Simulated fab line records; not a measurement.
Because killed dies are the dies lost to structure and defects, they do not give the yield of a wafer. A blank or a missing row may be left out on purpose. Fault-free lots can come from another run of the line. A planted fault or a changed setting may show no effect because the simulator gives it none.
Which tool did it? -- flow sky130 -- 6 lots with 18 wafers sampled at 3 steps, on a route of 708 steps

## WHAT THE GAUGES READ, wafer by wafer
SKY_RES_XHIGH_TW_MEAS_09.
lot,measured,on,RES_XHIGH_TW
L621,day 27 04:58,film_metro-03,1653 1653 1647
L629,day 29 19:52,film_metro-01,1611 1613 1600
L636,day 32 08:07,film_metro-04,1662 1666 1665
L639,day 33 06:17,film_metro-03,1650 1648 1638
L641,day 33 18:22,film_metro-01,1661 1649 1653
L643,day 34 09:28,film_metro-04,1653 1650 1645

## EACH LOT AND THE TOOL THAT RAN IT (in order: tool; ch and the chambers of the sampled wafers; start)
lot,SKY_LDD_HVN_STRIP_09,SKY_RES_XHIGH_IMPLANT_07
L621,"plasma_asher-02 ch 0,1, day 20 19:23","implanter-01 ch 0, day 27 04:43"
L629,"plasma_asher-01 ch 0,1, day 23 18:02","implanter-02 ch 0, day 29 19:37"
L636,"plasma_asher-02 ch 0, day 26 08:59","implanter-03 ch 0, day 32 07:52"
L639,"plasma_asher-01 ch 0,1, day 27 08:28","implanter-03 ch 0, day 33 06:04"
L641,"plasma_asher-01 ch 0,1, day 27 21:08","implanter-03 ch 0, day 33 18:08"
L643,"plasma_asher-04 ch 0,1, day 28 12:38","implanter-02 ch 0, day 34 09:14"
- SKY_LDD_HVN_STRIP_09: strips in O2/N2.
- SKY_RES_XHIGH_IMPLANT_07

## THE ANSWER, worked out from the rows above alone
Rule: usual is defined by the lots themselves. The widest of any qualifying gaps counts: lots, ordered by their means at a reading, are off when they make up no more than a third of the lots, leave a main group of 4 or more, and stand apart from it by 3 or more times the standard deviation of that group's means. The tables above print the reading to a certain number of digits; a main group whose means all agree to those digits is not used. A lot without any number at a reading at which 4 lots or more have one is off too. Where the step has rows for the other lots, those lots are counted as sound.
Off: at SKY_RES_XHIGH_TW_MEAS_09 (RES_XHIGH_TW), L629. For the main group the mean is 1653 and the standard deviation 6.4.
If a tool, at a process step before that reading, ran all the lots that are off and no sound lot after the first of them, it fits. The gauges at SKY_RES_XHIGH_TW_MEAS_09 are tried like those tools. Of those tried, none fits.

## WHAT THE SIMULATOR HAD PUT IN
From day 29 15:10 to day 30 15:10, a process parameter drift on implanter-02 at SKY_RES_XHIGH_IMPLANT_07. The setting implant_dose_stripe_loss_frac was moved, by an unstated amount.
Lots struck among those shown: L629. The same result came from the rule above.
